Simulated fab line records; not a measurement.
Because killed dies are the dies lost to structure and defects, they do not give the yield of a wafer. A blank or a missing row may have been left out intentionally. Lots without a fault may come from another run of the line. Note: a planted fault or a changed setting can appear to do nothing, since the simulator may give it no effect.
8D (eight disciplines) problem report, filled in by code || flow sky130 || the parts of the form that need people (team, actions taken, sign-off) are left out

## 1. THE PROBLEM
Wafers free of any fault read 0.339 ohm/sq (standard deviation 0.005) for CONTACT_W_RS at SKY_CONTACT_RS_MEAS_25, against a mean of 0.375 ohm/sq on 5 wafers of 2 lots. That puts it +7.3 standard deviations away from the usual mean.
The step: measures by four-point-probe.
Seen first at day 35 02:50 on film-metro-03, wafer L525.1. At this step, 33 wafers from 11 lots have a number in the record. The rule behind "out" and "out of limits": a value lying over 4 standard deviations away from the usual mean. Any other wafer with a number is counted as sound.

## 2. WHAT IT IS, WHAT IT ISN'T
{"question": "which readings at this step", "is": "CONTACT_W_RS", "is not": "-"}
{"question": "which lots", "is": "L525, L526", "is not": "L514, L515, L516, L519, L520, L530, L535, L536, L537"}
{"question": "which wafers of those lots", "is": "L525.1, L525.4, L525.5, L526.4, L526.6", "is not": "L526.3"}
{"question": "read on which gauges", "is": "film-metro-01, film-metro-03", "is not": "film-metro-04"}
{"question": "when", "is": "from day 35 02:50", "is not": "up to then (15 sound wafers); but 13 sound wafers of L526, L530, L535, L536, L537 came after"}

## 3. THE SUSPECTS, EACH WITH WHAT RULES IT OUT
Counting: any tool at a process step up to the reading remains a suspect provided it ran every lot that is out. Sound lots after the first of them don't rule it out here, since some wafers of a struck lot are sound.
- the gauge at SKY_CONTACT_RS_MEAS_25 has been ruled out. Those wafers that are out were read across 2 gauges (film-metro-01, film-metro-03).
- cmp-01 at SKY_CONTACT_CMP_04 (polishes SiO2): kept. It processed each lot that is out (first: L525, day 33 22:35); up to then, its last sound lot is L519 (day 32 09:17).
- cvd-w-01 at SKY_CONTACT_CVD_24 (deposits W, target thk 340 nm, time 102.12 s): kept. It processed each lot that is out (first: L525, day 35 02:43); up to then, its last sound lot is L520 (day 33 17:42). Its own readings are out on those wafers: chamber-pressure-Torr.
- Within cvd-w-01 at SKY_CONTACT_CVD_24: the wafers that are out ran in chamber 1; their sound lot-mates ran in chamber 0.
After counting, cmp-01 at SKY_CONTACT_CMP_04 and cvd-w-01 at SKY_CONTACT_CVD_24 remain.

## 4. THE CAUSE (what the simulator had put in)
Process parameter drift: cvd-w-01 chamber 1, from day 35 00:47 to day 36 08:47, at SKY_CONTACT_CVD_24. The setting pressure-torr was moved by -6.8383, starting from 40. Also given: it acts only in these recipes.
Counting left 2 suspects, and this tool is among them.

## 5. THE EFFECT CHAIN, in route order
Rows list readings where the struck wafers' mean (over those with a number) sits beyond 3 standard deviations from the usual. Scope: only readings with a usual standard deviation given in the record; hours: median across lots of the time from each lot's start at the first step in this table that gives one to its start at this step; sigmas: change in usual standard deviations.
{"hours": 0, "step": "SKY_CONTACT_CVD_24", "reading": "chamber-pressure-Torr", "usual": "39.99 Torr", "on struck wafers": 33.11, "change": -6.88, "sigmas": -76}
{"hours": 0, "step": "SKY_CONTACT_RS_MEAS_25", "reading": "CONTACT_W_RS", "usual": "0.339 ohm/sq", "on struck wafers": 0.375, "change": "+0.036", "sigmas": "+7.3"}
{"hours": 0, "step": "SKY_CONTACT_THK_MEAS_26", "reading": "CONTACT_W_THK", "usual": "331 nm", "on struck wafers": 301, "change": -30, "sigmas": -5.3}
Process steps it contains:
- SKY_CONTACT_CVD_24: deposits W, target thk 340 nm, time 102.12 s.

## 6. HOW IT WOULD HAVE BEEN CAUGHT EARLIER
The first out-of-limits reading at a measuring or inspecting step in this record came at day 35 02:50, 2 hours after the fault's start at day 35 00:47.
The tool's own readings at SKY_CONTACT_CVD_24 were out on every struck wafer that the step has a row for (chamber-pressure-Torr): an alarm limit on them would have fired on the first of those.
L526, from the lots that are out (2), started SKY_CONTACT_CVD_24 on cvd-w-01 later than day 35 02:50. A tool hold placed at that time would have kept it from harm.
